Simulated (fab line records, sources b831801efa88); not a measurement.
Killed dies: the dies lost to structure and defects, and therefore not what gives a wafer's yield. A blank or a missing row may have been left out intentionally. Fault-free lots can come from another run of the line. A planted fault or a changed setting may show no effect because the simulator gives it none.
fab line records -- flow gf180mcu
record lots=12, wafers=36, last_day=34
route steps=602 shown MVSD@136 HV_LDD@185 NSD@243
lots that met no fault: from a run of the same line without faults
start_h: hours from the record's first day to the start of the lot's first wafer shown -- wait_h: hours elapsed since this lot's preceding step -- " repeats the value in the row above -- L1.1+2: one row covering several wafers at once -- - value missing, or start not given -- * or withheld: withheld -- < > ~ a bound
route shown NAME@n: NAME is a module with steps in the file, n the number in the route of the first one -- usual: mean/standard deviation taken from wafers without a fault -- same: alike in all rows -- chamber/n: place in a boat -- sites: the reading at each site -- _std_site: how widely they spread, as a standard deviation -- _edge_site: the outer-site mean with the inner-site mean subtracted -- radius_mm: how far each site lies from the wafer's centre -- mask NAME#n: copy n -- behind: the last tool/chamber to shape the wafer -- hold: why the lot went on hold/how many hours it stayed there/how the hold came to an end -- device: which transistor (n, p or np) failed to switch -- end of line: at the end of the route, the tests of the same wafers -- where a step has no rows: the recipe by itself -- killed: at the first sort, the dies lost to defects and structure; wafer yield is something else -- map: a wafer's dies, x killed, . not, _ none there
set.NAME: the setting the step ran with; set.NAME@STEP: the setting that earlier step ran with -- model.NAME: the simulator's own value behind a step, which no gauge read
steps of the route over a sample of lots; a table a step, a row a wafer
services: when a tool's chamber went out of use (start_h, in hours from the record's first day, below 0 if earlier), for how many hours, and the reason
## steps
# step GF_VT_IMPLANT_RS_MEAS_46
# recipe thk_meas_gauge=four-point-probe
# usual MVSD_RS=456.5/1.1
lot.wafer,tool,chamber,start_h,wait_h,MVSD_RS[ohm/sq]
L171.1,film_metro-02,-,157.03,0.1,455.8
L171.3,film_metro-02,-,157.03,0.1,457.3
L171.6,film_metro-02,-,157.03,0.1,456.5
L172.2,film_metro-02,-,167.28,0.1,458.2
L172.3,film_metro-02,-,167.28,0.1,456.5
L172.4,film_metro-02,-,167.28,0.1,456.5
L173.1,film_metro-02,-,169.98,0.1,455.1
L173.3,film_metro-02,-,169.98,0.1,455.2
L173.4,film_metro-02,-,169.98,0.1,456.7
L174.3,film_metro-02,-,174.85,0.1,455.3
L174.4,film_metro-02,-,174.85,0.1,454.4
L174.6,film_metro-02,-,174.85,0.1,454.6
L176.1,film_metro-02,-,185.78,0.2,455.9
L176.4,film_metro-02,-,185.78,0.2,455.4
L176.6,film_metro-02,-,185.78,0.2,455.4
L185.2,film_metro-01,-,235.69,0.1,458.8
L185.3,film_metro-01,-,235.69,0.1,458.8
L185.4,film_metro-01,-,235.69,0.1,459.5
L187.2,film_metro-02,-,249.24,0.1,456.0
L187.3,film_metro-02,-,249.24,0.1,457.4
L187.5,film_metro-02,-,249.24,0.1,457.1
L189.1,film_metro-02,-,264.61,0.2,457.7
L189.3,film_metro-02,-,264.61,0.2,457.9
L189.4,film_metro-02,-,264.61,0.2,458.3
L191.3,film_metro-04,-,275.90,0.1,456.9
L191.4,film_metro-04,-,275.90,0.1,456.4
L191.6,film_metro-04,-,275.90,0.1,456.0
L192.2,film_metro-02,-,285.29,0.1,455.9
L192.5,film_metro-02,-,285.29,0.1,455.8
L192.6,film_metro-02,-,285.29,0.1,455.9
L193.1,film_metro-01,-,288.62,0.2,455.9
L193.3,film_metro-01,-,288.62,0.2,456.2
L193.5,film_metro-01,-,288.62,0.2,456.1
L194.3,film_metro-01,-,296.35,0.1,458.8
L194.4,film_metro-01,-,296.35,0.1,457.0
L194.6,film_metro-01,-,296.35,0.1,456.9
# step GF_HV_LDD_IMPLANT_09
# recipe species=As, energy_kev=40, dose_cm2=1e+14, tilt_deg=7
# usual faraday_current_uA=562/11
lot.wafer,tool,chamber,start_h,wait_h,faraday_current_uA
L171.1,implanter-04,0,211.15,0.0,559
L171.3,implanter-04,0,211.15,0.0,566
L171.6,implanter-04,0,211.15,0.0,548
L172.2,implanter-02,0,218.16,0.0,558
L172.3,implanter-02,0,218.16,0.0,564
L172.4,implanter-02,0,218.16,0.0,561
L173.1,implanter-02,0,219.21,0.0,560
L173.3,implanter-02,0,219.21,0.0,557
L173.4,implanter-02,0,219.21,0.0,553
L174.3,implanter-02,0,225.83,0.1,545
L174.4,implanter-02,0,225.83,0.1,566
L174.6,implanter-02,0,225.83,0.1,554
L176.1,implanter-02,0,244.51,0.0,565
L176.4,implanter-02,0,244.51,0.0,541
L176.6,implanter-02,0,244.51,0.0,564
L185.2,implanter-01,0,309.43,0.0,557
L185.3,implanter-01,0,309.43,0.0,555
L185.4,implanter-01,0,309.43,0.0,565
L187.2,implanter-01,0,326.76,0.0,561
L187.3,implanter-01,0,326.76,0.0,587
L187.5,implanter-01,0,326.76,0.0,573
L189.1,implanter-01,0,346.81,0.0,567
L189.3,implanter-01,0,346.81,0.0,546
L189.4,implanter-01,0,346.81,0.0,573
L191.3,implanter-02,0,353.74,0.1,564
L191.4,implanter-02,0,353.74,0.1,563
L191.6,implanter-02,0,353.74,0.1,562
L192.2,implanter-04,0,366.71,0.0,586
L192.5,implanter-04,0,366.71,0.0,578
L192.6,implanter-04,0,366.71,0.0,583
L193.1,implanter-01,0,366.83,0.0,555
L193.3,implanter-01,0,366.83,0.0,545
L193.5,implanter-01,0,366.83,0.0,543
L194.3,implanter-02,0,380.08,0.1,571
L194.4,implanter-02,0,380.08,0.1,564
L194.6,implanter-02,0,380.08,0.1,556
# step GF_HV_LDD_STRIP_37
# recipe chemistry=O2/N2, power_w=1400, pressure_mtorr=1500, platen_temp_c=250, o2_flow_sccm=3000, n2_flow_sccm=300, overash_fraction=0.5
# usual drypump_motor_current_A=5.7/0.31, heater_power_w=339/36, oes_product_au=0.716/0.0043, strip_time_to_endpoint_s=12.64/0.035
# same overash_fraction=0.5
lot.wafer,tool,chamber,start_h,wait_h,drypump_motor_current_A,heater_power_w,oes_product_au,rf_hours_counter_h,strip_time_to_endpoint_s
L171.1,plasma_asher-04,0,248.49,0.1,5.8,310,0.719,47,12.62
L171.3,plasma_asher-04,0,248.49,0.1,5.8,311,0.716,-,12.63
L171.6,plasma_asher-04,0,248.49,0.1,5.8,296,0.715,-,12.62
L172.2,plasma_asher-02,1,255.31,0.1,5.2,292,0.721,15,12.63
L172.3,plasma_asher-02,1,255.31,0.1,5.2,289,0.713,-,12.62
L172.4,plasma_asher-02,0,255.31,0.1,6.2,319,0.709,-,12.66
L173.1,plasma_asher-01,0,256.83,0.1,5.9,361,0.706,54,12.72
L173.3,plasma_asher-01,0,256.83,0.1,5.9,371,0.714,-,12.71
L173.4,plasma_asher-01,1,256.83,0.1,5.6,387,0.719,-,12.67
L174.3,plasma_asher-01,0,263.92,0.1,5.9,368,0.713,-,12.64
L174.4,plasma_asher-01,1,263.92,0.1,5.6,398,0.713,-,12.66
L174.6,plasma_asher-01,1,263.92,0.1,5.6,380,0.711,-,12.64
L176.1,plasma_asher-02,0,281.96,0.1,6.1,317,0.713,16,12.64
L176.4,plasma_asher-02,1,281.96,0.1,5.2,284,0.716,-,12.64
L176.6,plasma_asher-02,1,281.96,0.1,5.2,293,0.711,-,12.62
L185.2,plasma_asher-01,0,353.16,0.1,5.9,367,0.715,66,12.68
L185.3,plasma_asher-01,1,353.16,0.1,5.6,388,0.716,-,12.67
L185.4,plasma_asher-01,0,353.16,0.1,5.9,359,0.719,-,12.64
L187.2,plasma_asher-02,0,372.44,0.1,6.1,317,0.709,27,12.65
L187.3,plasma_asher-02,0,372.44,0.1,6.1,327,0.709,-,12.65
L187.5,plasma_asher-02,0,372.44,0.1,6.2,326,0.716,-,12.61
L189.1,plasma_asher-04,1,393.73,0.1,5.7,359,0.725,64,12.67
L189.3,plasma_asher-04,1,393.73,0.1,5.7,337,0.718,-,12.62
L189.4,plasma_asher-04,0,393.73,0.1,5.8,315,0.714,-,12.63
L191.3,plasma_asher-02,1,400.01,0.1,5.1,282,0.712,-,12.59
L191.4,plasma_asher-02,0,400.01,0.1,6.2,326,0.717,-,12.61
L191.6,plasma_asher-02,0,400.01,0.1,6.1,319,0.717,-,12.53
L192.2,plasma_asher-04,1,412.76,0.1,5.7,350,0.718,66,12.62
L192.5,plasma_asher-04,1,412.76,0.1,5.7,346,0.726,-,12.61
L192.6,plasma_asher-04,0,412.76,0.1,5.8,313,0.716,-,12.61
L193.1,plasma_asher-02,1,413.33,0.1,5.2,292,0.721,32,12.59
L193.3,plasma_asher-02,1,413.33,0.1,5.2,284,0.718,-,12.60
L193.5,plasma_asher-02,1,413.33,0.1,5.2,289,0.713,-,12.61
L194.3,plasma_asher-04,1,428.92,0.1,5.7,343,0.715,-,12.63
L194.4,plasma_asher-04,0,428.92,0.1,5.8,306,0.720,-,12.68
L194.6,plasma_asher-04,0,428.92,0.1,5.8,305,0.711,-,12.65
# step GF_HV_LDD_RS_MEAS_53
# recipe thk_meas_gauge=four-point-probe
# usual HV_LDD_RS=418.2/0.86
lot.wafer,tool,chamber,start_h,wait_h,hold,HV_LDD_RS[ohm/sq]
L171.1,film_metro-04,-,267.76,0.1,-,418.4
L171.3,film_metro-04,-,267.76,0.1,-,419.4
L171.6,film_metro-04,-,267.76,0.1,-,418.9
L172.2,film_metro-04,-,274.53,0.1,-,418.3
L172.3,film_metro-04,-,274.53,0.1,-,417.9
L172.4,film_metro-04,-,274.53,0.1,-,418.2
L173.1,film_metro-01,-,276.60,0.1,-,418.2
L173.3,film_metro-01,-,276.60,0.1,-,417.6
L173.4,film_metro-01,-,276.60,0.1,-,417.5
L174.3,film_metro-01,-,284.42,0.1,-,419.1
L174.4,film_metro-01,-,284.42,0.1,-,419.4
L174.6,film_metro-01,-,284.42,0.1,-,418.1
L176.1,film_metro-02,-,302.40,0.1,await_dispo/0.2h/release,417.2
L176.4,film_metro-02,-,302.40,0.1,await_dispo/0.2h/release,426.3
L176.6,film_metro-02,-,302.40,0.1,await_dispo/0.2h/release,425.4
L176.1,film_metro-02,-,302.86,0.4,-,417.3
L176.4,film_metro-02,-,302.86,0.4,-,427.1
L176.6,film_metro-02,-,302.86,0.4,-,425.4
L185.2,film_metro-04,-,375.73,0.1,-,417.4
L185.3,film_metro-04,-,375.73,0.1,-,418.5
L185.4,film_metro-04,-,375.73,0.1,-,417.7
L187.2,film_metro-02,-,396.32,0.1,-,418.9
L187.3,film_metro-02,-,396.32,0.1,-,417.7
L187.5,film_metro-02,-,396.32,0.1,-,418.2
L189.1,film_metro-04,-,417.45,0.1,-,416.4
L189.3,film_metro-04,-,417.45,0.1,-,417.9
L189.4,film_metro-04,-,417.45,0.1,-,417.0
L191.3,film_metro-04,-,424.96,0.1,-,418.5
L191.4,film_metro-04,-,424.96,0.1,-,418.5
L191.6,film_metro-04,-,424.96,0.1,-,418.9
L192.2,film_metro-02,-,438.62,0.1,-,418.1
L192.5,film_metro-02,-,438.62,0.1,-,417.4
L192.6,film_metro-02,-,438.62,0.1,-,418.8
L193.1,film_metro-01,-,438.90,0.1,-,418.6
L193.3,film_metro-01,-,438.90,0.1,-,418.8
L193.5,film_metro-01,-,438.90,0.1,-,418.7
L194.3,film_metro-02,-,454.09,0.1,-,418.3
L194.4,film_metro-02,-,454.09,0.1,-,417.3
L194.6,film_metro-02,-,454.09,0.1,-,417.1
# step GF_HV_LDD_CVD_54
# recipe material=SiO2, target_thk_nm=10, precursor=TEOS, temp_c=680, time_s=75, pressure_mtorr=400
# usual zone_power_lower_pct=9.9/0.37
lot.wafer,tool,chamber,start_h,wait_h,hold,zone_power_lower_pct
L171.1,lpcvd-01,1,268.64,0.9,-,10.1
L171.3,lpcvd-01,1,268.64,0.9,-,10.1
L171.6,lpcvd-01,1,268.64,0.9,-,10.1
L172.2,lpcvd-01,0,275.84,1.3,-,10.0
L172.3,lpcvd-01,0,275.84,1.3,-,10.2
L172.4,lpcvd-01,0,275.84,1.3,-,10.0
L173.1,lpcvd-01,0,280.69,4.1,-,9.9
L173.3,lpcvd-01,0,280.69,4.1,-,9.9
L173.4,lpcvd-01,0,280.69,4.1,-,10.0
L174.3,lpcvd-01,0,286.55,2.1,-,10.0
L174.4,lpcvd-01,0,286.55,2.1,-,10.0
L174.6,lpcvd-01,0,286.55,2.1,-,9.9
L176.1,lpcvd-01,0,305.02,2.1,await_dispo/1.9h/release,9.8
L176.4,lpcvd-01,0,305.02,2.1,await_dispo/1.9h/release,9.7
L176.6,lpcvd-01,0,305.02,2.1,await_dispo/1.9h/release,9.9
L185.2,lpcvd-01,1,375.83,0.1,-,10.3
L185.3,lpcvd-01,1,375.83,0.1,-,10.2
L185.4,lpcvd-01,1,375.83,0.1,-,10.3
L187.2,lpcvd-02,0,397.25,0.9,-,9.4
L187.3,lpcvd-02,0,397.25,0.9,-,9.5
L187.5,lpcvd-02,0,397.25,0.9,-,9.4
L189.1,lpcvd-01,1,418.29,0.8,-,10.2
L189.3,lpcvd-01,1,418.29,0.8,-,10.0
L189.4,lpcvd-01,1,418.29,0.8,-,10.2
L191.3,lpcvd-02,0,425.04,0.1,-,9.5
L191.4,lpcvd-02,0,425.04,0.1,-,9.3
L191.6,lpcvd-02,0,425.04,0.1,-,9.3
L192.2,lpcvd-02,0,438.72,0.1,-,9.7
L192.5,lpcvd-02,0,438.72,0.1,-,9.5
L192.6,lpcvd-02,0,438.72,0.1,-,9.3
L193.1,lpcvd-01,0,439.02,0.1,-,10.0
L193.3,lpcvd-01,0,439.02,0.1,-,10.1
L193.5,lpcvd-01,0,439.02,0.1,-,9.8
L194.3,lpcvd-02,0,454.17,0.1,-,9.4
L194.4,lpcvd-02,0,454.17,0.1,-,9.4
L194.6,lpcvd-02,0,454.17,0.1,-,9.4
# step GF_NSD_OVL_MEAS_08
# usual NSD_OVL=-0.1/1.4
lot.wafer,tool,chamber,start_h,wait_h,NSD_OVL[nm]
L171.1,overlay-01,-,291.69,0.1,-1.2
L171.3,overlay-01,-,291.69,0.1,-1.5
L171.6,overlay-01,-,291.69,0.1,-3.2
L172.2,overlay-02,-,302.85,0.1,-1.5
L172.3,overlay-02,-,302.85,0.1,-0.5
L172.4,overlay-02,-,302.85,0.1,-1.6
L173.1,overlay-02,-,304.10,0.1,-1.2
L173.3,overlay-02,-,304.10,0.1,0.1
L173.4,overlay-02,-,304.10,0.1,1.7
L174.3,overlay-01,-,310.21,0.1,0.7
L174.4,overlay-01,-,310.21,0.1,-1.4
L174.6,overlay-01,-,310.21,0.1,-1.6
L176.1,overlay-02,-,324.76,0.1,-0.3
L176.4,overlay-02,-,324.76,0.1,0.3
L176.6,overlay-02,-,324.76,0.1,0.7
L185.2,overlay-02,-,401.95,0.1,-1.0
L185.3,overlay-02,-,401.95,0.1,0.9
L185.4,overlay-02,-,401.95,0.1,-1.3
L187.2,overlay-02,-,424.24,0.1,-0.3
L187.3,overlay-02,-,424.24,0.1,-0.3
L187.5,overlay-02,-,424.24,0.1,-1.0
L189.1,overlay-01,-,446.00,0.1,-1.3
L189.3,overlay-01,-,446.00,0.1,-0.3
L189.4,overlay-01,-,446.00,0.1,-1.5
L191.3,overlay-01,-,452.60,0.1,-0.2
L191.4,overlay-01,-,452.60,0.1,-0.7
L191.6,overlay-01,-,452.60,0.1,0.6
L192.2,overlay-02,-,465.84,0.1,0.0
L192.5,overlay-02,-,465.84,0.1,-0.7
L192.6,overlay-02,-,465.84,0.1,0.6
L193.1,overlay-02,-,466.44,0.1,1.5
L193.3,overlay-02,-,466.44,0.1,2.0
L193.5,overlay-02,-,466.44,0.1,-0.9
L194.3,overlay-02,-,481.44,0.1,-1.4
L194.4,overlay-02,-,481.44,0.1,-0.7
L194.6,overlay-02,-,481.44,0.1,1.2
## services
tool,chamber,start_h,hours,kind
implanter-02,-,196.99,4.5,pm
plasma_asher-02,-,205.67,0.4,repair
plasma_asher-01,-,246.30,4.7,repair
plasma_asher-02,-,257.19,14.6,pm
lpcvd-01,-,263.55,2.8,pm
lpcvd-02,-,265.62,91.5,repair
plasma_asher-02,-,275.41,2.8,repair
lpcvd-01,-,316.53,1.2,repair
implanter-01,-,316.94,2.4,repair
implanter-04,-,374.45,2.9,pm
implanter-04,-,377.39,3.1,pm
plasma_asher-04,-,379.11,3.7,repair
implanter-01,-,381.55,2.4,repair
plasma_asher-01,-,421.33,9.0,pm
plasma_asher-01,0,421.33,9.0,vent_cycle
plasma_asher-01,1,421.33,9.0,vent_cycle
plasma_asher-01,0,430.33,-,clean
plasma_asher-01,1,430.33,-,clean
plasma_asher-04,-,441.86,0.8,repair
implanter-04,-,447.54,2.7,repair
implanter-02,-,447.89,2.9,repair
implanter-02,-,450.82,1.1,repair
implanter-02,-,454.11,3.0,repair
## key
first_sign step=GF_HV_LDD_RS_MEAS_53, reading=HV_LDD_RS, direction=up, sigmas=9, usual=418.2, struck=425.9
effect step=GF_HV_LDD_RS_MEAS_53, reading=hold, direction=added
met_at GF_HV_LDD_IMPLANT_09
struck_lots L176
struck_wafers L176.4,L176.6
tester_left_out L176
not_acting_at GF_VT_IMPLANT_RS_MEAS_46,GF_HV_LDD_STRIP_37,GF_NSD_OVL_MEAS_08
onset_between 225.83 244.51
fault kind=process_parameter_drift, tool=implanter-02, chamber=-, onset_h=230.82, steps=GF_HV_LDD_IMPLANT_09, channel=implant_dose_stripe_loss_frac, offset=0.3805, shape=step, end_h=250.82, scope=struck_wafers_only
# tester_left_out: of these lots the tester's yield and bins aren't shown, on N5 and GAA mostly nor the transistor test; their killed dies are dies lost to structure and defects alone, not to doping, threshold or leakage, so they don't give the yield
